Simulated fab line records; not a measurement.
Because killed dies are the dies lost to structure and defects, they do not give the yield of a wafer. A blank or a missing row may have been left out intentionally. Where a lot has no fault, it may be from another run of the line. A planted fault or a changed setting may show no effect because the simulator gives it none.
The tool behind it: which one? :: flow gf180mcu :: 6 lots, 18 wafers sampled, at 3 steps of a route of 602

## WHAT THE GAUGES READ, wafer by wafer
GF_M1_RS_MEAS_05: a four-point-probe measurement.
lot: L204
measured: day 16 08:53
on: film metro-02
M1_ALCU_RS (ohm/sq): 0.0716 0.0715 0.0694

lot: L207
measured: day 17 09:47
on: film metro-04
M1_ALCU_RS (ohm/sq): 0.0691 0.0682 0.0694

lot: L210
measured: day 19 02:18
on: film metro-02
M1_ALCU_RS (ohm/sq): 0.0718 0.0704 0.0713

lot: L216
measured: day 21 07:39
on: film metro-04
M1_ALCU_RS (ohm/sq): 0.0774 0.0760 0.0780

lot: L221
measured: day 22 16:18
on: film metro-04
M1_ALCU_RS (ohm/sq): 0.0684 0.0681 0.0675

lot: L226
measured: day 24 06:07
on: film metro-02
M1_ALCU_RS (ohm/sq): 0.0696 0.0693 0.0695

## WHAT TOOL EACH LOT RAN ON (gives the tool, then ch and the chambers of the sampled wafers, and finally the start)
lot: L204
GF_CONTACT_CVD_02: pecvd-02 ch 0,1, day 15 08:53
GF_M1_SPUTTER_02: pvd sputter-01, day 16 08:48

lot: L207
GF_CONTACT_CVD_02: pecvd-03 ch 0,1, day 16 09:27
GF_M1_SPUTTER_02: pvd sputter-04, day 17 09:41

lot: L210
GF_CONTACT_CVD_02: pecvd-01 ch 0,1, day 18 00:22
GF_M1_SPUTTER_02: pvd sputter-01, day 19 02:11

lot: L216
GF_CONTACT_CVD_02: pecvd-01 ch 0,2, day 20 05:49
GF_M1_SPUTTER_02: pvd sputter-04, day 21 07:34

lot: L221
GF_CONTACT_CVD_02: pecvd-03 ch 0,1,2, day 21 14:59
GF_M1_SPUTTER_02: pvd sputter-03, day 22 16:13

lot: L226
GF_CONTACT_CVD_02: pecvd-02 ch 0,1,2, day 23 05:12
GF_M1_SPUTTER_02: pvd sputter-03, day 24 06:01
- GF_CONTACT_CVD_02: deposits SiO2 from TEOS, target thk 860 nm, time 95.992 s.
- GF_M1_SPUTTER_02: material AlCu, target thk 450 nm, time 23.9 s.

## THE ANSWER, worked out from the rows above alone
Rule: the usual values come from the lots themselves. The widest of any qualifying gaps counts: lots, ordered by their means at a reading, are off when they make up no more than a third of the lots, leave a main group of 4 or more, and stand apart from it by 3 or more times the standard deviation of that group's means. If all means in a main group match to the digits the tables above print for the reading, that group is not used. A lot without any number at a reading at which 4 lots or more have one is off too. All remaining lots with rows at the step are treated as sound.
Off: L216, seen at GF_M1_RS_MEAS_05 (M1_ALCU_RS). The main group has a mean of 0.0697 ohm/sq with a standard deviation of 0.0012.
A tool fits if, at a process step before that reading, it ran every lot that is off, and no sound lot after the first of them. Gauges at GF_M1_RS_MEAS_05: tried the same way as those tools. Undecided on this evidence; 2 tools fit (pecvd-01 at GF_CONTACT_CVD_02, pvd sputter-04 at GF_M1_SPUTTER_02).

## WHAT THE SIMULATOR HAD PUT IN
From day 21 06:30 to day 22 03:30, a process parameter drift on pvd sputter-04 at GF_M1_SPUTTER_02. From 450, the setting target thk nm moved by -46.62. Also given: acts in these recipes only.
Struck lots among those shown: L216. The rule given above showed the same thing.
